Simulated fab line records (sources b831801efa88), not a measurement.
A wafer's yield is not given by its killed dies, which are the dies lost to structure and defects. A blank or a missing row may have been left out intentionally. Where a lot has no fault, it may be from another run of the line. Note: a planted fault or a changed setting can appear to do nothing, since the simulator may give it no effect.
fab line records ; flow sky130
record: lots: 6; wafers: 18; last-day: 50
route steps=708 shown NWELL@77 PWDE@84 VT_ADJUST_HVTP@85 PAD_OPEN@708
lots that met no fault: taken from a fault-free run of the same line
start-h: start of the lot's first displayed wafer, in hours after the record's first day ; wait-h: hours elapsed since this lot's preceding step ; " identical to the entry in the row above ; L1.1+2: a single row standing in for several wafers ; - either no value or no given start ; * or withheld: withheld ; < > ~ a bound
route shown NAME@n: a module of which the file shows steps, and the number in the route of the first ; usual: the fault-free wafers' mean and standard deviation ; same: alike in all rows ; chamber/n: place in a boat ; sites: each site's reading ; _std_site: their standard deviation ; _edge_site: inner sites' mean taken away from outer sites' mean ; radius-mm: for every site, how far away it sits from the centre of the wafer ; mask NAME#n: copy n ; behind: the last tool/chamber to shape the wafer ; hold: reason for holding the lot/hours on hold/outcome of the hold ; device: the transistor (n, p or np) that didn't switch ; end of line: the tests these same wafers got at the end of their route ; for a step that has no rows: nothing shown but its recipe ; killed: the dies lost at the first sort to structure and to defects; this is not the yield of the wafer ; map: dies across one wafer; x = killed, . = not, _ = none there
set.NAME: the setting that was run; set.NAME@STEP: the one run at that earlier step ; model.NAME: the simulator's own value behind a step, which no gauge read
lots at some steps of the route; a table a step, a row a wafer
services: a tool's chamber out of use, with start hour (start-h, from the record's first day; less than 0 if before it), hours out, and reason
== steps ==
step: SKY_NWELL_IMPLANT_24
recipe: species: B; energy-kev: 140; dose-cm2: 9.2e+12; tilt-deg: withheld
step: SKY_NWELL_STRIP_25
recipe: chemistry: O2/N2; power-w: 1400; pressure-mtorr: 1500; platen-temp-c: withheld; o2-flow-sccm: 3000; n2-flow-sccm: 300; overash-fraction: 0.5
usual: drypump-motor-current-A: 5.7/0.38; o2-flow-sccm: 2999/9.4; oes-product-au: 0.723/0.0045; strip-time-to-endpoint-s: 36.92/0.094
lot.wafer;tool;chamber;start-h;wait-h;drypump-motor-current-A;o2-flow-sccm;oes-product-au;rf-hours-counter-h;strip-time-to-endpoint-s
L671.2;plasma-asher-04;1;130.63;0.1;5.7;2998;0.724;45;37.01
L671.4;plasma-asher-04;1;130.63;0.1;5.7;2985;0.718;-;37.00
L671.5;plasma-asher-04;0;130.63;0.1;5.6;3000;0.722;-;36.92
L674.1;plasma-asher-01;0;149.62;0.1;5.1;3005;0.721;4;37.05
L674.3;plasma-asher-01;0;149.62;0.1;5.0;3019;0.723;-;37.04
L674.4;plasma-asher-01;1;149.62;0.1;5.9;2988;0.714;-;37.06
L675.4;plasma-asher-04;0;152.56;0.1;5.6;3010;0.716;-;36.99
L675.5;plasma-asher-04;0;152.56;0.1;5.6;3006;0.722;-;36.96
L675.6;plasma-asher-04;1;152.56;0.1;5.8;3003;0.723;-;36.99
L687.1;plasma-asher-02;0;226.77;0.1;6.4;3010;0.726;36;36.95
L687.2;plasma-asher-02;1;226.77;0.1;5.9;2985;0.708;36;36.78
L687.5;plasma-asher-02;0;226.77;0.1;6.4;2998;0.720;-;36.78
L688.2;plasma-asher-04;1;232.07;0.1;5.7;2998;0.730;58;36.89
L688.3;plasma-asher-04;1;232.07;0.1;5.7;2992;0.726;-;36.82
L688.4;plasma-asher-04;0;232.07;0.1;5.5;3002;0.727;-;36.92
L689.1;plasma-asher-02;1;240.73;0.1;5.9;3008;0.718;38;36.95
L689.4;plasma-asher-02;1;240.73;0.1;5.9;2991;0.722;-;36.91
L689.6;plasma-asher-02;0;240.73;0.1;6.4;3001;0.719;-;36.98
step: SKY_NWELL_TW_MEAS_26
usual: NWELL_2_TW: 490/3.9
lot.wafer;tool;chamber;start-h;wait-h;NWELL_2_TW
L671.2;film-metro-02;-;130.74;0.1;489
L671.4;film-metro-02;-;130.74;0.1;485
L671.5;film-metro-02;-;130.74;0.1;490
L674.1;film-metro-01;-;149.72;0.1;488
L674.3;film-metro-01;-;149.72;0.1;490
L674.4;film-metro-01;-;149.72;0.1;489
L675.4;film-metro-04;-;152.65;0.1;497
L675.5;film-metro-04;-;152.65;0.1;500
L675.6;film-metro-04;-;152.65;0.1;498
L687.1;film-metro-02;-;226.87;0.1;490
L687.2;film-metro-02;-;226.87;0.1;493
L687.5;film-metro-02;-;226.87;0.1;492
L688.2;film-metro-01;-;232.18;0.1;491
L688.3;film-metro-01;-;232.18;0.1;490
L688.4;film-metro-01;-;232.18;0.1;488
L689.1;film-metro-01;-;240.83;0.1;488
L689.4;film-metro-01;-;240.83;0.1;487
L689.6;film-metro-01;-;240.83;0.1;491
step: SKY_NWELL_CLEAN_27
recipe: chemistry: SC1/SC2; mix: 1:4:20; temp-c: 70; time-s: 150; dry: n2-spin
step: SKY_NWELL_RTA_28
recipe: temp-c: 1050; time-s: 30; idle-temp-c: 650; ramp-up-c-per-s: 150; ramp-down-c-per-s: 90; ambient: N2
usual: lamp-power-pct: 25.31/0.051; ramp-up-c-per-s: 150.00/0.028; wafer_temp_C_max: 1054.9/1
lot.wafer;tool;chamber;start-h;wait-h;lamp-power-pct;ramp-up-c-per-s;wafer_temp_C_max
L671.2;rtp-anneal-01;0;130.85;0.0;25.37;149.94;1054.3
L671.4;rtp-anneal-01;0;130.85;0.0;25.34;150.01;1054.5
L671.5;rtp-anneal-01;0;130.85;0.0;25.25;149.99;1054.5
L674.1;rtp-anneal-01;0;149.83;0.0;25.34;149.98;1052.8
L674.3;rtp-anneal-01;0;149.83;0.0;25.35;150.01;1056.0
L674.4;rtp-anneal-01;0;149.83;0.0;25.33;149.96;1054.9
L675.4;rtp-anneal-01;0;152.78;0.1;25.29;150.03;1055.8
L675.5;rtp-anneal-01;0;152.78;0.1;25.35;149.95;1055.2
L675.6;rtp-anneal-01;0;152.78;0.1;25.33;150.01;1054.8
L687.1;rtp-anneal-01;0;226.99;0.0;25.38;150.03;1056.4
L687.2;rtp-anneal-01;0;226.99;0.0;25.33;150.00;1054.4
L687.5;rtp-anneal-01;0;226.99;0.0;25.39;150.00;1053.9
L688.2;rtp-anneal-02;0;232.30;0.0;25.30;149.95;1054.8
L688.3;rtp-anneal-02;0;232.30;0.0;25.40;150.01;1054.1
L688.4;rtp-anneal-02;0;232.30;0.0;25.25;149.99;1055.0
L689.1;rtp-anneal-02;0;240.94;0.0;25.34;150.03;1053.8
L689.4;rtp-anneal-02;0;240.94;0.0;25.28;149.97;1055.4
L689.6;rtp-anneal-02;0;240.94;0.0;25.29;150.01;1053.6
step: SKY_NWELL_RS_MEAS_29
recipe: thk-meas-gauge: four-point-probe
usual: NWELL_RS: 625.3/1.8
lot.wafer;tool;chamber;start-h;wait-h;NWELL_RS[ohm/sq]
L671.2;film-metro-01;-;130.98;0.1;626.6
L671.4;film-metro-01;-;130.98;0.1;625.3
L671.5;film-metro-01;-;130.98;0.1;623.4
L674.1;film-metro-02;-;149.93;0.1;625.8
L674.3;film-metro-02;-;149.93;0.1;626.1
L674.4;film-metro-02;-;149.93;0.1;626.2
L675.4;film-metro-01;-;152.89;0.1;625.1
L675.5;film-metro-01;-;152.89;0.1;624.9
L675.6;film-metro-01;-;152.89;0.1;622.4
L687.1;film-metro-01;-;227.09;0.1;621.8
L687.2;film-metro-01;-;227.09;0.1;622.8
L687.5;film-metro-01;-;227.09;0.1;623.0
L688.2;film-metro-02;-;232.41;0.1;626.5
L688.3;film-metro-02;-;232.41;0.1;626.3
L688.4;film-metro-02;-;232.41;0.1;623.7
L689.1;film-metro-04;-;241.04;0.1;628.9
L689.4;film-metro-04;-;241.04;0.1;629.6
L689.6;film-metro-04;-;241.04;0.1;627.9
step: SKY_NWELL_RS_MEAS_31
recipe: thk-meas-gauge: four-point-probe
usual: PWDE_RS: 5279/20
lot.wafer;tool;chamber;start-h;wait-h;PWDE_RS[ohm/sq]
L671.2;film-metro-01;-;131.22;0.1;5270
L671.4;film-metro-01;-;131.22;0.1;5263
L671.5;film-metro-01;-;131.22;0.1;5270
L674.1;film-metro-02;-;150.17;0.1;5274
L674.3;film-metro-02;-;150.17;0.1;5277
L674.4;film-metro-02;-;150.17;0.1;5280
L675.4;film-metro-01;-;153.13;0.1;5259
L675.5;film-metro-01;-;153.13;0.1;5282
L675.6;film-metro-01;-;153.13;0.1;5276
L687.1;film-metro-01;-;227.33;0.1;5269
L687.2;film-metro-01;-;227.33;0.1;5252
L687.5;film-metro-01;-;227.33;0.1;5265
L688.2;film-metro-02;-;232.65;0.1;5289
L688.3;film-metro-02;-;232.65;0.1;5289
L688.4;film-metro-02;-;232.65;0.1;5288
L689.1;film-metro-04;-;241.28;0.1;5316
L689.4;film-metro-04;-;241.28;0.1;5319
L689.6;film-metro-04;-;241.28;0.1;5301
step: SKY_VT_ADJUST_HVTP_DEHYDRATE_00
recipe: temp-c: 200; time-s: 60
step: SKY_VT_ADJUST_HVTP_HMDS_01
recipe: prime-time-s: 60; prime-temp-c: 120
step: SKY_VT_ADJUST_HVTP_COAT_02
recipe: resist: NOVOLAK; spin-rpm: 3000; resist-thk-nm: 1140
step: SKY_VT_ADJUST_HVTP_SOFTBAKE_03
recipe: temp-c: 90; time-s: 60; resist: NOVOLAK
step: SKY_VT_ADJUST_HVTP_EXPOSE_04
recipe: mask-id: HVTPM; na: 0.6; source-shape: conventional; sigma-outer: 0.6; polarization: unpolarized; target-cd-nm: 380; dose-mj: 140
usual: exposure-dose-mJ-cm2: 140.00/0.15
lot.wafer;tool;chamber;start-h;wait-h;mask;exposure-dose-mJ-cm2
L671.2;iline-stepper-01;0;140.96;-;HVTPM#0;140.14
L671.4;iline-stepper-01;0;140.96;-;HVTPM#0;140.14
L671.5;iline-stepper-01;0;140.96;-;HVTPM#0;140.17
L674.1;iline-stepper-01;0;160.12;-;HVTPM#0;140.01
L674.3;iline-stepper-01;0;160.12;-;HVTPM#0;140.06
L674.4;iline-stepper-01;0;160.12;-;HVTPM#0;140.01
L675.4;iline-stepper-01;0;163.15;-;HVTPM#0;139.90
L675.5;iline-stepper-01;0;163.15;-;HVTPM#0;140.06
L675.6;iline-stepper-01;0;163.15;-;HVTPM#0;139.90
L687.1;iline-stepper-01;0;238.84;-;HVTPM#0;142.96
L687.2;iline-stepper-01;0;238.84;-;HVTPM#0;142.90
L687.5;iline-stepper-01;0;238.84;-;HVTPM#0;143.04
L688.2;iline-stepper-02;0;244.61;-;HVTPM#0;140.13
L688.3;iline-stepper-02;0;244.61;-;HVTPM#0;139.99
L688.4;iline-stepper-02;0;244.61;-;HVTPM#0;140.03
L689.1;iline-stepper-01;0;253.61;-;HVTPM#0;142.25
L689.4;iline-stepper-01;0;253.61;-;HVTPM#0;142.23
L689.6;iline-stepper-01;0;253.61;-;HVTPM#0;142.16
step: SKY_VT_ADJUST_HVTP_PEB_05
recipe: temp-c: withheld; time-s: *; resist: NOVOLAK
step: SKY_VT_ADJUST_HVTP_DEVELOP_06
recipe: resist: NOVOLAK; developer: TMAH; develop-time-s: 60; dev-temp-c: 23
step: SKY_VT_ADJUST_HVTP_CD_MEAS_07
recipe: target-cd-nm: 380
usual: cd-nm: 380.1/2.3
lot.wafer;tool;chamber;start-h;wait-h;cd-nm
L671.2;cd-sem-02;-;150.64;0.1;381.2
L671.4;cd-sem-02;-;150.64;0.1;380.5
L671.5;cd-sem-02;-;150.64;0.1;382.3
L674.1;cd-sem-02;-;169.92;0.1;379.5
L674.3;cd-sem-02;-;169.92;0.1;381.1
L674.4;cd-sem-02;-;169.92;0.1;382.9
L675.4;cd-sem-02;-;172.73;0.1;381.4
L675.5;cd-sem-02;-;172.73;0.1;384.8
L675.6;cd-sem-02;-;172.73;0.1;381.4
L687.1;cd-sem-02;-;250.82;0.1;384.6
L687.2;cd-sem-02;-;250.82;0.1;385.7
L687.5;cd-sem-02;-;250.82;0.1;387.7
L688.2;cd-sem-02;-;255.96;0.1;379.4
L688.3;cd-sem-02;-;255.96;0.1;380.6
L688.4;cd-sem-02;-;255.96;0.1;377.7
L689.1;cd-sem-02;-;265.22;0.1;389.9
L689.4;cd-sem-02;-;265.22;0.1;390.2
L689.6;cd-sem-02;-;265.22;0.1;387.8
step: SKY_VT_ADJUST_HVTP_OVL_MEAS_08
usual: VT_ADJUST_HVTP_OVL: 0.6/1.3
lot.wafer;tool;chamber;start-h;wait-h;VT_ADJUST_HVTP_OVL[nm]
L671.2;overlay-01;-;150.74;0.1;0.8
L671.4;overlay-01;-;150.74;0.1;-0.1
L671.5;overlay-01;-;150.74;0.1;0.7
L674.1;overlay-01;-;170.04;0.1;-1.0
L674.3;overlay-01;-;170.04;0.1;-0.3
L674.4;overlay-01;-;170.04;0.1;0.9
L675.4;overlay-01;-;172.81;0.1;3.3
L675.5;overlay-01;-;172.81;0.1;3.0
L675.6;overlay-01;-;172.81;0.1;1.4
L687.1;overlay-01;-;250.94;0.1;1.0
L687.2;overlay-01;-;250.94;0.1;0.4
L687.5;overlay-01;-;250.94;0.1;-1.4
L688.2;overlay-01;-;256.07;0.1;-0.5
L688.3;overlay-01;-;256.07;0.1;0.4
L688.4;overlay-01;-;256.07;0.1;0.7
L689.1;overlay-02;-;265.34;0.1;0.6
L689.4;overlay-02;-;265.34;0.1;-1.0
L689.6;overlay-02;-;265.34;0.1;-0.3
step: SKY_PAD_OPEN_PROBE_99
usual: killed_at_M0_to_M3: 44/8.6; killed_at_M4_up: 3.4/1.9; killed-at-contacts: 23/5.7; killed-at-front-end: 15/4.5; killed-at-other: 0.4/0.62; killed-dies: 86/11; killed-open: 46/7.6; killed-short: 39/6.3
same: gross-dies: 492; killed-at-back-side: 0
lot.wafer;tool;chamber;start-h;wait-h;killed_at_M0_to_M3;killed_at_M4_up;killed-at-contacts;killed-at-front-end;killed-at-other;killed-dies;killed-open;killed-short
L671.2;prober-01;-;1117.03;0.1;54;4;26;14;1;99;58;40
L671.4;prober-01;-;1117.13;0.2;47;4;17;17;1;86;45;41
L671.5;prober-01;-;1117.18;0.2;45;3;25;8;0;81;38;42
L674.1;prober-01;-;1138.46;0.1;48;4;13;15;0;80;37;42
L674.3;prober-01;-;1138.56;0.2;55;2;20;14;0;91;49;42
L674.4;prober-01;-;1138.61;0.2;37;1;18;12;0;68;42;25
L687.1;prober-02;-;1190.71;0.1;49;5;25;18;0;97;50;45
L687.2;prober-02;-;1190.76;0.1;32;1;31;14;0;78;41;36
L687.5;prober-02;-;1190.91;0.2;31;3;25;18;0;77;40;36
L688.2;prober-01;-;1194.97;0.1;45;5;18;17;0;85;52;33
L688.3;prober-01;-;1195.02;0.2;39;3;22;13;1;78;43;34
L688.4;prober-01;-;1195.07;0.2;33;2;15;10;1;61;34;27
L689.1;prober-02;-;1200.79;0.1;42;1;36;14;0;93;48;45
L689.4;prober-02;-;1200.94;0.2;45;5;19;22;1;92;48;43
L689.6;prober-02;-;1201.04;0.2;47;1;23;13;0;84;53;30
killed by level:class
L671.2 VIA1:geometric-particle:open=17 CONTACT:geometric-particle:open=8 VIA2:geometric-particle:open=7 LOCAL_INTERCONNECT:geometric-particle:short=6 CONTACT:geometric-particle:short=5 VIA3:geometric-particle:open=5 VIA1:geometric-particle:short=5 METAL2:geometric-particle:short=5
L671.4 VIA1:geometric-particle:open=10 VIA3:geometric-particle:open=8 VIA1:geometric-particle:short=8 METAL1:geometric-particle:short=7 FIELD_ISO:geometric-particle:open=6 POLY_GATE:geometric-particle:open=5 METAL3:geometric-particle:short=5 CONTACT:geometric-particle:short=4
L671.5 VIA1:geometric-particle:open=9 LI_CONTACT:geometric-particle:open=7 METAL1:geometric-particle:short=6 METAL2:geometric-particle:short=6 VIA3:geometric-particle:open=6 LOCAL_INTERCONNECT:geometric-particle:short=5 CONTACT:geometric-particle:short=5 VIA2:geometric-particle:open=5
L674.1 VIA1:geometric-particle:open=9 VIA2:geometric-particle:open=9 VIA3:geometric-particle:open=7 VIA1:geometric-particle:short=7 FIELD_ISO:geometric-particle:short=6 METAL1:geometric-particle:short=5 VIA3:geometric-particle:short=4 METAL4:geometric-particle:short=4
L674.3 VIA1:geometric-particle:open=12 VIA2:geometric-particle:open=8 CONTACT:geometric-particle:short=7 VIA3:geometric-particle:open=7 POLY_GATE:geometric-particle:open=6 CONTACT:geometric-particle:open=6 VIA2:geometric-particle:short=6 VIA1:geometric-particle:short=6
L674.4 VIA1:geometric-particle:open=14 CONTACT:geometric-particle:open=8 VIA2:geometric-particle:open=6 FIELD_ISO:geometric-particle:open=4 LI_CONTACT:geometric-particle:open=4 METAL2:geometric-particle:short=4 METAL1:geometric-particle:short=4 VIA3:geometric-particle:open=4
L687.1 VIA2:geometric-particle:open=9 METAL1:geometric-particle:short=9 LI_CONTACT:geometric-particle:open=8 CONTACT:geometric-particle:open=7 VIA1:geometric-particle:open=6 POLY_GATE:geometric-particle:short=5 VIA1:geometric-particle:short=5 VIA3:geometric-particle:open=5
L687.2 CONTACT:geometric-particle:open=11 VIA1:geometric-particle:open=10 METAL1:geometric-particle:short=9 LI_CONTACT:geometric-particle:open=8 CONTACT:geometric-particle:short=7 FIELD_ISO:geometric-particle:open=4 POLY_GATE:geometric-particle:short=4 LI_CONTACT:geometric-particle:short=3
L687.5 POLY_GATE:geometric-particle:short=7 LI_CONTACT:geometric-particle:open=7 CONTACT:geometric-particle:open=7 VIA2:geometric-particle:open=7 VIA1:geometric-particle:open=7 CONTACT:geometric-particle:short=5 METAL1:geometric-particle:short=5 FIELD_ISO:geometric-particle:short=4
L688.2 VIA1:geometric-particle:open=11 VIA2:geometric-particle:open=9 LI_CONTACT:geometric-particle:open=8 METAL3:geometric-particle:short=6 POLY_GATE:geometric-particle:open=5 METAL2:geometric-particle:short=5 FIELD_ISO:geometric-particle:open=4 METAL1:geometric-particle:short=4
L688.3 CONTACT:geometric-particle:open=9 METAL1:geometric-particle:short=8 VIA1:geometric-particle:open=8 VIA2:geometric-particle:open=7 LI_CONTACT:geometric-particle:open=6 METAL2:geometric-particle:short=6 POLY_GATE:geometric-particle:short=5 VIA2:geometric-particle:short=4
L688.4 LI_CONTACT:geometric-particle:open=5 METAL1:geometric-particle:short=5 METAL2:geometric-particle:short=5 CONTACT:geometric-particle:short=4 CONTACT:geometric-particle:open=4 METAL1:geometric-particle:open=4 VIA1:geometric-particle:open=4 VIA2:geometric-particle:open=4
L689.1 LI_CONTACT:geometric-particle:open=9 CONTACT:geometric-particle:open=9 LOCAL_INTERCONNECT:geometric-particle:short=7 VIA2:geometric-particle:open=7 VIA1:geometric-particle:short=7 CONTACT:geometric-particle:short=6 VIA1:geometric-particle:open=5 VIA3:geometric-particle:open=5
L689.4 FIELD_ISO:geometric-particle:open=9 LI_CONTACT:geometric-particle:open=8 VIA1:geometric-particle:open=8 METAL1:geometric-particle:short=7 CONTACT:geometric-particle:open=6 VIA1:geometric-particle:short=6 VIA2:geometric-particle:open=6 METAL4:geometric-particle:short=5
L689.6 VIA1:geometric-particle:open=12 CONTACT:geometric-particle:open=9 VIA2:geometric-particle:open=9 LI_CONTACT:geometric-particle:open=8 VIA1:geometric-particle:short=6 POLY_GATE:geometric-particle:open=5 METAL1:geometric-particle:short=4 VIA3:geometric-particle:open=4
== services ==
tool;chamber;start-h;hours;kind
iline-stepper-01;-;107.63;2.1;pm
plasma-asher-01;-;108.36;2.7;repair
plasma-asher-02;-;109.33;1.5;repair
iline-stepper-01;-;109.72;-;consumable-replace:lamp
plasma-asher-01;-;111.09;9.0;pm
plasma-asher-01;0;111.09;9.0;vent-cycle
plasma-asher-01;1;111.09;9.0;vent-cycle
iline-stepper-02;-;118.44;2.1;pm
plasma-asher-01;0;120.09;-;clean
plasma-asher-01;1;120.09;-;clean
iline-stepper-02;-;120.53;-;consumable-replace:lamp
plasma-asher-02;-;122.32;58.8;repair
iline-stepper-01;-;183.31;1.7;pm
plasma-asher-04;-;187.11;1.5;repair
plasma-asher-01;-;195.03;28.6;pm
iline-stepper-01;-;205.17;4.4;pm
iline-stepper-02;-;222.18;0.6;repair
iline-stepper-01;-;232.05;1.8;repair
iline-stepper-01;0;233.01;-;calibration
iline-stepper-02;0;236.66;-;calibration
iline-stepper-02;-;251.47;40.1;repair
== key ==
first-sign: step: SKY_VT_ADJUST_HVTP_EXPOSE_04; reading: exposure-dose-mJ-cm2; direction: up; sigmas: 17; usual: *; struck: *
effect: step: SKY_VT_ADJUST_HVTP_CD_MEAS_07; reading: cd-nm; direction: up; sigmas: 3.3; usual: 380.1; struck: 387.7; through: control-loop
met-at SKY_VT_ADJUST_HVTP_EXPOSE_04
struck-wafers L687.1,L687.2,L687.5,L689.1,L689.4,L689.6
tester-left-out L687,L689
loop-trim: step: SKY_VT_ADJUST_HVTP_EXPOSE_04; setting: dose; lots: L689
onset-between 163.15 238.84
fault: kind: process-parameter-drift; tool: iline-stepper-01; chamber: -; onset-h: 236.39; steps: SKY_VT_ADJUST_HVTP_EXPOSE_04; channel: dose-mj; offset: 2.8195; shape: step; acts-in: these-recipes-only; stated: 140
tester-left-out: of these lots the tester's yield and bins aren't shown, on N5 and GAA mostly nor the transistor test; their killed dies are dies lost to structure and defects alone, not to doping, threshold or leakage, so they don't give the yield
loop-trim: a control loop set the setting to another value than it would have without faults
